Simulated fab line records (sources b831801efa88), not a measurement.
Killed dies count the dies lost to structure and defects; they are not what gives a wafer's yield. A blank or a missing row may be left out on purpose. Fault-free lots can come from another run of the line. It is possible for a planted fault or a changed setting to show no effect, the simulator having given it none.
Chamber matching	flow gf180mcu	cmp-01 running GF_V3_CMP_04: 4 sister chambers
The step polishes SiO2. 14 wafers are shown with their chamber, then 7 later ones without.

## EACH WAFER AND ITS CHAMBER
wafer	chamber	motor_current_A (A)	slurry_filter_dp_kPa (kPa)	time_to_endpoint_s (s)
L912.1	0	13.9	13.73	81
L912.4	1	13.9	13.67	77
L912.5	0	13.9	13.44	84
L915.1	1	13.7	13.59	86
L915.4	3	13.0	13.62	89
L915.5	0	14.1	13.45	89
L923.3	0	14.6	13.25	79
L923.4	2	11.3	13.71	86
L923.5	2	11.6	13.79	83
L926.1	3	12.5	13.60	77
L926.3	0	14.2	13.30	78
L926.6	3	12.2	13.17	89
L928.2	3	13.2	13.40	84
L928.4	1	12.9	13.44	84

SIGNATURES (means of the wafers above)
reading	chamber 0	chamber 1	chamber 2	chamber 3	scatter within a chamber
motor_current_A	14.140	13.500	11.450	12.725	0.396
slurry_filter_dp_kPa	13.4340	13.5667	13.7500	13.4475	0.174
time_to_endpoint_s	82.20	82.33	84.50	84.75	4.74
Rule: a wafer's distance from a chamber is the root of the sum, over the readings, of the square of ((its reading less the chamber's mean) divided by the reading's scatter). The wafer belongs to the nearest chamber; if the next one is less than 2 further off, it can't be placed. The scatter: the root of (the sum of the squares of (reading less its chamber's mean) over the shown wafers, divided by (wafers less chambers)).

## WAFERS MISSING THEIR CHAMBER
wafer	motor_current_A (A)	slurry_filter_dp_kPa (kPa)	time_to_endpoint_s (s)
L928.6	13.3	13.54	85
L930.1	13.3	13.41	74
L930.4	14.1	13.64	89
L930.5	11.5	13.39	83
L931.2	13.1	13.51	84
L931.3	11.2	13.78	84
L931.6	13.2	13.40	86

## EACH ONE'S CHAMBER
wafer	from the rows above	in truth
L928.6	can't be placed: 1 or 3 or 0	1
L930.1	can't be placed: 1 or 3 or 0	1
L930.4	can't be placed: 0 or 1 or 3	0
L930.5	can't be placed: 2 or 3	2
L931.2	can't be placed: 3 or 1 or 0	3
L931.3	2	2
L931.6	can't be placed: 3 or 1 or 0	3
Placed correctly: 1 of 7. From these rows, 6 cannot be placed; in 6 the true chamber is one of the candidates. Number placed wrongly: 0.
